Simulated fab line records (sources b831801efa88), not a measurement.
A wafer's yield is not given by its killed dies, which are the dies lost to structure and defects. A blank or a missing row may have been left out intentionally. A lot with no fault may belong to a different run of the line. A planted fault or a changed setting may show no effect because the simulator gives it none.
One fault through the eyes of 2 desks | flow sky130 | each desk holds nothing but its own numbers, with what lay behind them at the end

== TOOL OWNER'S DESK, implanter-03 ==
SKY_LDD_LDN_IMPLANT_11, tool's own readings: per-lot mean of the sampled wafers with a number, covering each lot this tool ran. Any lot whose mean is over 4 standard deviations away from the usual mean is out of limits and marked OUT; that distance is given in the brackets.
Columns: A = beam energy keV at SKY_LDD_LDN_IMPLANT_11, usual 15.000; B = beam on s at SKY_LDD_LDN_IMPLANT_11, usual 10.01 s; C = faraday current uA at SKY_LDD_LDN_IMPLANT_11, usual 70.5
lot  | first seen here | A                        | B     | C
L910 | day 24 05:13    | 14.994                   | 10.00 | 70.5
L919 | day 27 11:58    | 16.454 (+99 or more) OUT | 10.05 | 70.2
L922 | day 28 10:35    | 16.454 (+99 or more) OUT | 9.87  | 71.6
This desk's verdict: out of limits on L919, L922, starting with L919 at day 27 11:58 (beam energy keV at SKY_LDD_LDN_IMPLANT_11). In limits: L910.

== FROM THE METROLOGY DESK ==
Lot by lot, what the gauges showed, no matter which tool ran the lot: averages of those sampled wafers that carry a number. Any lot whose mean is over 4 standard deviations away from the usual mean is out of limits and marked OUT; that distance is given in the brackets.
Columns: A = LDD_HVP_TW at SKY_LDD_HVP_TW_MEAS_10, usual 453.0; B = LDD_LDN_OVL at SKY_LDD_LDN_OVL_MEAS_07, usual 1.4 nm
lot  | first seen here | A     | B
L908 | day 22 01:32    | 451.2 | 1.5
L910 | day 22 21:57    | 453.2 | 0.8
L918 | day 25 23:11    | 448.1 | 2.4
L919 | day 26 05:15    | 448.8 | 1.1
L922 | day 27 05:47    | 454.0 | 1.9
L923 | day 27 09:54    | 454.0 | 4.1
This desk found nothing out of limits on any of the 6 lots.

== TAKEN TOGETHER ==
On L919, L922, at day 27 11:58, an alarm was possible from the tool owner's desk.
At the metrology desk, nothing out of limits was observed.
The metrology desk has L919, L922 on record, within its limits.
The lots listed all ran SKY_LDD_LDN_IMPLANT_11 on implanter-03.

== WHAT THE SIMULATOR PUT IN ==
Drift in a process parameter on implanter-03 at SKY_LDD_LDN_IMPLANT_11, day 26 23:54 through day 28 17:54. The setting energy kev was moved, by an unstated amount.
Struck lots among those shown: L919, L922.
Time in hours from fault onset to the first out-of-limits reading at each desk: the tool owner's desk, 12.
